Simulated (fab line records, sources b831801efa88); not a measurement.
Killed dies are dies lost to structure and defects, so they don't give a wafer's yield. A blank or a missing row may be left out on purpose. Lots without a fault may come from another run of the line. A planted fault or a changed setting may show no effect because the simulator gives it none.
fab line records | flow sky130
record lots=15 wafers=45 last_day=50
route steps=708 shown METAL4@600 PAD_OPEN@708
lots that met no fault: from a run of the same line without faults
start_h: hours from the record's first day to the start of the lot's first wafer shown | wait_h: hours since the lot's step before | " the same as in the row above | L1.1+2: a row that stands for several wafers | - no value, or no start given | * or withheld: withheld | < > ~ a bound
route shown NAME@n: a module of which the file shows steps, and the number in the route of the first | usual: mean/standard deviation of fault-free wafers | same: alike in all rows | chamber/n: place in a boat | sites: the reading at each site | _std_site: their standard deviation | _edge_site: outer sites' mean less inner sites' | radius_mm: how far each site lies from the wafer's centre | mask NAME#n: copy n | behind: the tool/chamber that last shaped the wafer | hold: why the lot was held/for how many hours/how that ended | device: the transistor (n, p or np) that didn't switch | end of line: the same wafers' tests at the end of the route | a step without rows: its recipe alone | killed: dies lost to structure and defects at the first sort, not the wafer's yield | map: a wafer's dies, x killed, . not, _ none there
set.NAME: the setting as run; set.NAME@STEP: as run at that earlier step | model.NAME: the simulator's own value behind a step, which no gauge read
steps of the route over a sample of lots; a table a step, a row a wafer
services: from which hour (start_h, from the record's first day; less than 0 if before it) a tool's chamber was out of use, for how many hours, and why
## steps
# step SKY_METAL4_SPUTTER_02
# recipe material=AlCu target_thk_nm=735 power_w=10600 time_s=39.1 chamber_pressure_pa=0.4
# usual cathode_dc_power_W=10600/1.9 chamber_pressure_pa=0.3998/0.00087 throttle_valve_pct=30.4/0.77 time_s=39.1/0
# columns lot.wafer tool chamber start_h wait_h cathode_dc_power_W chamber_pressure_pa throttle_valve_pct time_s
L260.2 pvd_sputter-01 - 930.35 0.0 10603 0.4005 30.6 39.1
L260.3 " - " " 10599 0.3999 29.8 39.1
L260.6 " - " " 10601 0.3999 29.3 39.1
L261.2 pvd_sputter-02 - 938.61 0.0 10598 0.3987 30.1 39.1
L261.4 " - " " 10601 0.4010 31.6 39.1
L261.5 " - " " 10599 0.3998 30.2 39.1
L262.2 pvd_sputter-01 - 948.55 0.0 10599 0.3995 29.4 39.1
L262.3 " - " " 10602 0.4001 29.4 39.1
L262.6 " - " " 10602 0.4002 30.9 39.1
L263.2 pvd_sputter-02 - 960.89 0.0 10600 0.3996 30.2 39.1
L263.5 " - " " 10596 0.3997 31.5 39.1
L263.6 " - " " 10598 0.4007 29.7 39.1
L264.1 pvd_sputter-02 - 968.00 0.0 10600 0.4002 29.9 39.1
L264.2 " - " " 10599 0.4003 30.4 39.1
L264.3 " - " " 10597 0.4017 31.6 39.1
L266.4 pvd_sputter-01 - 976.13 0.0 10603 0.4005 29.8 39.1
L266.5 " - " " 10597 0.4002 29.7 39.1
L266.6 " - " " 10604 0.4000 31.1 39.1
L265.1 pvd_sputter-02 - 977.88 0.0 - - - -
L265.3 " - " " - - - -
L265.4 " - " " - - - -
L267.1 pvd_sputter-04 - 984.41 0.0 - - - -
L267.2 " - " " - - - -
L267.3 " - " " - - - -
L269.2 pvd_sputter-01 - 996.35 0.0 - - - -
L269.4 " - " " - - - -
L269.6 " - " " - - - -
L275.1 pvd_sputter-01 - 1048.18 0.0 10602 0.3990 29.5 39.1
L275.3 " - " " 10599 0.3998 31.2 39.1
L275.6 " - " " 10601 0.3989 29.0 39.1
L276.2 pvd_sputter-02 - 1052.47 0.0 10598 0.4000 30.5 39.1
L276.3 " - " " 10600 0.3994 29.9 39.1
L276.4 " - " " 10601 0.3987 30.1 39.1
L277.1 pvd_sputter-01 - 1052.53 0.0 10601 0.3994 31.3 39.1
L277.5 " - " " 10599 0.4004 29.1 39.1
L277.6 " - " " 10599 0.3997 29.5 39.1
L279.1 pvd_sputter-02 - 1070.65 0.0 10600 0.3999 30.3 39.1
L279.5 " - " " 10599 0.3995 29.9 39.1
L279.6 " - " " 10600 0.4004 30.2 39.1
L280.1 pvd_sputter-04 - 1071.20 0.0 10599 0.4011 30.9 39.1
L280.2 " - " " 10601 0.4011 31.5 39.1
L280.4 " - " " 10597 0.3992 29.8 39.1
L281.1 pvd_sputter-02 - 1077.90 0.0 10597 0.4006 31.6 39.1
L281.4 " - " " 10601 0.4007 30.1 39.1
L281.6 " - " " 10600 0.4005 30.4 39.1
# step SKY_PAD_OPEN_PROBE_99
# usual defect_limited_yield=82.6/1.9 killed_at_M0_to_M3=42/7 killed_at_M4_up=3.2/1.6 killed_at_contacts=24/5.8 killed_at_front_end=16/4.3 killed_at_other=0.3/0.62 killed_dies=86/9.5 killed_on_rim=17/3.7 killed_open=46/6.4 killed_short=39/6.3 sort_bin_3_pad_short=0.9/0.43 sort_bin_5_function=10.5/1.4 sort_bin_6_memory=6.1/1.2 sort_n_pass=406/9.5 sort_yield_pct=82.6/1.9
# same gross_dies=492 killed_at_back_side=0 sort_bin_4_leakage[%]=0 sort_bin_8_speed[%]=0
# columns lot.wafer tool chamber start_h wait_h defect_limited_yield[%] killed_at_M0_to_M3 killed_at_M4_up killed_at_contacts killed_at_front_end killed_at_other killed_dies killed_on_rim killed_open killed_short sort_bin_3_pad_short[%] sort_bin_5_function[%] sort_bin_6_memory[%] sort_n_pass sort_yield_pct[%]
L260.2 prober-02 - 1077.56 0.1 85.4 36 1 20 15 0 72 12 44 28 0.4 8.7 5.5 420 85.4
L260.3 prober-02 - 1077.61 0.2 83.5 42 2 22 15 0 81 16 41 40 1.0 11.2 4.3 411 83.5
L260.6 prober-02 - 1077.76 0.2 81.3 43 4 26 19 0 92 17 52 40 1.0 11.6 6.1 400 81.3
L265.1 prober-02 - 1116.52 0.1 0 38 396 39 19 0 492 96 51 49 1.8 91.5 6.7 0 0
L265.3 prober-02 - 1116.62 0.2 0 48 405 24 15 0 492 96 45 47 1.0 94.7 4.3 0 0
L265.4 prober-02 - 1116.67 0.2 0 37 410 30 15 0 492 96 54 33 1.2 93.1 5.7 0 0
L267.1 prober-01 - 1121.70 0.1 0 44 400 31 17 0 492 96 55 42 1.2 92.7 6.1 0 0
L267.2 prober-01 - 1121.75 0.1 0 35 428 20 9 0 492 96 39 29 1.0 94.5 4.5 0 0
L267.3 prober-01 - 1121.80 0.2 0 34 421 25 12 0 492 96 41 31 0.4 94.9 4.7 0 0
L269.2 prober-02 - 1133.02 0.1 0 44 412 23 12 1 492 96 41 43 0.4 91.1 8.5 0 0
L269.4 prober-02 - 1133.12 0.2 0 47 409 22 14 0 492 96 42 45 0.8 92.7 6.5 0 0
L269.6 prober-02 - 1133.22 0.2 0 44 403 30 14 1 492 96 57 34 1.4 92.7 5.9 0 0
L276.2 prober-02 - 1173.61 0.1 82.3 55 4 19 9 0 87 15 44 43 1.2 10.4 6.1 405 82.3
L276.3 prober-02 - 1173.66 0.2 85.4 33 3 21 15 0 72 13 46 26 0.6 9.8 4.3 420 85.4
L276.4 prober-02 - 1173.71 0.2 81.3 47 2 23 19 1 92 16 47 45 1.0 11.0 6.7 400 81.3
L277.1 prober-01 - 1174.60 0.1 82.9 37 3 23 21 0 84 14 43 41 0.4 10.6 6.1 408 82.9
L277.5 prober-01 - 1174.80 0.2 84.1 39 2 29 7 1 78 22 37 40 1.2 10.2 4.5 414 84.1
L277.6 prober-01 - 1174.85 0.2 83.1 46 2 23 11 1 83 16 53 30 0.6 9.8 6.5 409 83.1
L279.1 prober-01 - 1187.17 0.1 82.3 36 6 31 14 0 87 14 48 39 0.2 10.6 6.9 405 82.3
L279.5 prober-01 - 1187.37 0.2 82.7 42 4 25 14 0 85 17 49 36 0.4 9.8 7.1 407 82.7
L279.6 prober-01 - 1187.42 0.2 83.1 39 1 20 23 0 83 13 49 34 1.0 9.8 6.1 409 83.1
L280.1 prober-02 - 1188.81 0.1 84.3 42 2 14 18 1 77 16 38 39 0.2 10.2 5.3 415 84.3
L280.2 prober-02 - 1188.86 0.1 83.1 40 1 23 19 0 83 17 42 41 0.4 9.8 6.7 409 83.1
L280.4 prober-02 - 1188.96 0.2 82.7 48 4 16 17 0 85 22 51 34 0.2 11.8 5.3 407 82.7
# killed by level:class
L260.2 VIA2:geometric_particle:open=10 CONTACT:geometric_particle:open=8 VIA1:geometric_particle:open=8 VIA3:geometric_particle:open=5 CONTACT:geometric_particle:short=5 FIELD_ISO:geometric_particle:open=4 FIELD_ISO:geometric_particle:short=3 SPACER:geometric_particle:short=3
L260.3 VIA3:geometric_particle:open=9 CONTACT:geometric_particle:open=8 VIA2:geometric_particle:open=6 VIA2:geometric_particle:short=6 POLY_GATE:geometric_particle:short=5 LI_CONTACT:geometric_particle:open=5 CONTACT:geometric_particle:short=4 VIA3:geometric_particle:short=4
L260.6 VIA1:geometric_particle:open=15 CONTACT:geometric_particle:open=12 VIA2:geometric_particle:open=8 POLY_GATE:geometric_particle:open=7 FIELD_ISO:geometric_particle:short=5 LI_CONTACT:geometric_particle:open=4 POLY_GATE:geometric_particle:short=4 LI_CONTACT:geometric_particle:short=4
L265.1 METAL4:area_sputter=392 CONTACT:geometric_particle:open=12 LI_CONTACT:geometric_particle:open=9 VIA1:geometric_particle:short=7 VIA1:geometric_particle:open=7 VIA2:geometric_particle:open=7 METAL1:geometric_particle:short=6 LOCAL_INTERCONNECT:geometric_particle:short=6
L265.3 METAL4:area_sputter=400 VIA1:geometric_particle:open=13 CONTACT:geometric_particle:open=9 VIA1:geometric_particle:short=8 METAL2:geometric_particle:short=7 LI_CONTACT:geometric_particle:open=6 VIA3:geometric_particle:short=5 POLY_GATE:geometric_particle:open=4
L265.4 METAL4:area_sputter=405 CONTACT:geometric_particle:open=12 VIA1:geometric_particle:open=10 POLY_GATE:geometric_particle:open=9 VIA3:geometric_particle:open=7 LI_CONTACT:geometric_particle:open=7 LI_CONTACT:geometric_particle:short=5 CONTACT:geometric_particle:short=5
L267.1 METAL4:area_sputter=395 LOCAL_INTERCONNECT:geometric_particle:short=10 VIA3:geometric_particle:open=9 VIA2:geometric_particle:open=9 CONTACT:geometric_particle:open=8 VIA1:geometric_particle:open=7 POLY_GATE:geometric_particle:open=6 LI_CONTACT:geometric_particle:open=6
L267.2 METAL4:area_sputter=423 VIA2:geometric_particle:open=12 LI_CONTACT:geometric_particle:open=6 CONTACT:geometric_particle:open=6 METAL4:geometric_particle:short=5 METAL2:geometric_particle:short=4 VIA3:geometric_particle:open=4 POLY_GATE:geometric_particle:open=3
L267.3 METAL4:area_sputter=419 LI_CONTACT:geometric_particle:open=10 METAL2:geometric_particle:short=7 CONTACT:geometric_particle:open=6 VIA1:geometric_particle:open=6 VIA2:geometric_particle:open=5 POLY_GATE:geometric_particle:open=4 METAL3:geometric_particle:short=4
L269.2 METAL4:area_sputter=408 VIA3:geometric_particle:open=8 LI_CONTACT:geometric_particle:open=7 VIA2:geometric_particle:open=7 METAL1:geometric_particle:short=6 CONTACT:geometric_particle:open=6 CONTACT:geometric_particle:short=6 METAL2:geometric_particle:short=6
L269.4 METAL4:area_sputter=405 LI_CONTACT:geometric_particle:open=8 VIA1:geometric_particle:open=7 FIELD_ISO:geometric_particle:open=6 VIA2:geometric_particle:short=6 METAL1:geometric_particle:short=6 CONTACT:geometric_particle:short=4 CONTACT:geometric_particle:open=4
L269.6 METAL4:area_sputter=401 CONTACT:geometric_particle:open=13 VIA1:geometric_particle:open=13 VIA2:geometric_particle:open=9 LI_CONTACT:geometric_particle:open=7 CONTACT:geometric_particle:short=5 VIA2:geometric_particle:short=5 FIELD_ISO:geometric_particle:open=4
L276.2 VIA3:geometric_particle:open=10 VIA1:geometric_particle:open=8 VIA1:geometric_particle:short=8 VIA2:geometric_particle:open=8 METAL1:geometric_particle:short=7 LI_CONTACT:geometric_particle:open=6 CONTACT:geometric_particle:open=5 METAL2:geometric_particle:short=5
L276.3 VIA1:geometric_particle:open=10 CONTACT:geometric_particle:open=7 FIELD_ISO:geometric_particle:open=6 VIA2:geometric_particle:open=5 VIA3:geometric_particle:open=5 POLY_GATE:geometric_particle:open=4 LI_CONTACT:geometric_particle:short=4 LI_CONTACT:geometric_particle:open=4
L276.4 METAL1:geometric_particle:short=8 VIA3:geometric_particle:open=8 LI_CONTACT:geometric_particle:open=7 CONTACT:geometric_particle:open=7 VIA1:geometric_particle:open=7 VIA2:geometric_particle:open=7 FIELD_ISO:geometric_particle:open=5 SPACER:geometric_particle:short=5
L277.1 FIELD_ISO:geometric_particle:short=8 VIA2:geometric_particle:open=8 LI_CONTACT:geometric_particle:open=7 LOCAL_INTERCONNECT:geometric_particle:short=7 VIA1:geometric_particle:open=7 CONTACT:geometric_particle:open=5 METAL2:geometric_particle:short=5 VIA3:geometric_particle:open=5
L277.5 CONTACT:geometric_particle:open=9 CONTACT:geometric_particle:short=7 LI_CONTACT:geometric_particle:open=6 METAL2:geometric_particle:open=6 METAL2:geometric_particle:short=6 VIA1:geometric_particle:open=5 VIA2:geometric_particle:open=4 LI_CONTACT:geometric_particle:short=4
L277.6 VIA1:geometric_particle:open=14 CONTACT:geometric_particle:open=11 VIA3:geometric_particle:open=7 VIA2:geometric_particle:open=6 FIELD_ISO:geometric_particle:short=5 METAL2:geometric_particle:short=5 LI_CONTACT:geometric_particle:open=4 METAL1:geometric_particle:short=4
L279.1 CONTACT:geometric_particle:open=13 LI_CONTACT:geometric_particle:open=8 VIA1:geometric_particle:open=8 METAL2:geometric_particle:short=5 VIA2:geometric_particle:open=5 FIELD_ISO:geometric_particle:open=4 FIELD_ISO:geometric_particle:short=4 VIA2:geometric_particle:short=4
L279.5 LI_CONTACT:geometric_particle:open=12 VIA1:geometric_particle:open=10 METAL2:geometric_particle:short=7 VIA3:geometric_particle:open=7 CONTACT:geometric_particle:short=5 POLY_GATE:geometric_particle:open=4 CONTACT:geometric_particle:open=4 VIA1:geometric_particle:short=4
L279.6 VIA1:geometric_particle:open=11 FIELD_ISO:geometric_particle:open=9 CONTACT:geometric_particle:open=7 VIA2:geometric_particle:open=6 CONTACT:geometric_particle:short=5 VIA1:geometric_particle:short=5 POLY_GATE:geometric_particle:open=4 LOCAL_INTERCONNECT:geometric_particle:short=4
L280.1 VIA3:geometric_particle:open=8 METAL1:geometric_particle:short=7 FIELD_ISO:geometric_particle:open=6 FIELD_ISO:geometric_particle:short=6 LI_CONTACT:geometric_particle:open=5 CONTACT:geometric_particle:open=5 VIA2:geometric_particle:short=5 METAL3:geometric_particle:short=5
L280.2 LI_CONTACT:geometric_particle:open=11 VIA1:geometric_particle:open=9 FIELD_ISO:geometric_particle:short=7 CONTACT:geometric_particle:open=7 VIA3:geometric_particle:open=7 POLY_GATE:geometric_particle:short=5 METAL3:geometric_particle:short=5 METAL1:geometric_particle:short=5
L280.4 VIA1:geometric_particle:open=11 VIA2:geometric_particle:open=9 LI_CONTACT:geometric_particle:open=7 FIELD_ISO:geometric_particle:short=6 FIELD_ISO:geometric_particle:open=6 CONTACT:geometric_particle:open=6 METAL2:geometric_particle:short=6 VIA3:geometric_particle:open=5
## services
# columns tool chamber start_h hours kind
pvd_sputter-01 - 926.13 2.9 repair
pvd_sputter-01 3 929.23 - consumable_replace:kit
pvd_sputter-01 3 929.23 18.0 scheduled_down
pvd_sputter-01 3 929.23 18.0 vent_cycle
pvd_sputter-04 0 958.13 - consumable_replace:kit
pvd_sputter-04 0 958.13 18.0 scheduled_down
pvd_sputter-04 0 958.13 18.0 vent_cycle
pvd_sputter-04 - 973.51 3.5 repair
pvd_sputter-02 2 979.43 - consumable_replace:kit
pvd_sputter-02 2 979.43 18.0 scheduled_down
pvd_sputter-02 2 979.43 18.0 vent_cycle
pvd_sputter-02 - 992.35 1.5 repair
pvd_sputter-02 - 1007.09 0.6 repair
pvd_sputter-01 2 1040.79 - consumable_replace:kit
pvd_sputter-01 2 1040.79 18.0 scheduled_down
pvd_sputter-01 2 1040.79 18.0 vent_cycle
pvd_sputter-01 - 1057.13 1.6 repair
pvd_sputter-02 - 1065.23 5.1 repair
## key
first_sign step=SKY_METAL4_SPUTTER_02 reading=tool_record direction=missing
effect step=SKY_PAD_OPEN_PROBE_99 reading=killed_at_M4_up direction=up sigmas=99+ usual=3.2 struck=409.3
more_kills_born_at SKY_METAL4_SPUTTER_02@pvd_sputter-04=1237 SKY_METAL4_SPUTTER_02@pvd_sputter-01=1214 SKY_METAL4_SPUTTER_02@pvd_sputter-02=1197
met_at SKY_METAL4_SPUTTER_02
struck_lots L265,L267,L269
later_rows_left_out L265.1,L265.3,L265.4,L267.1,L267.2,L267.3,L269.2,L269.4,L269.6
onset_between 976.13 977.88
fault kind=skipped_step_whole tool=pvd_sputter-01,pvd_sputter-02,pvd_sputter-04 chamber=- onset_h=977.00 steps=SKY_METAL4_SPUTTER_02 scope=struck_lots_only
# later_rows_left_out: the simulator's readings of these wafers behind a module that went badly wrong aren't trusted and aren't shown, but for the sort
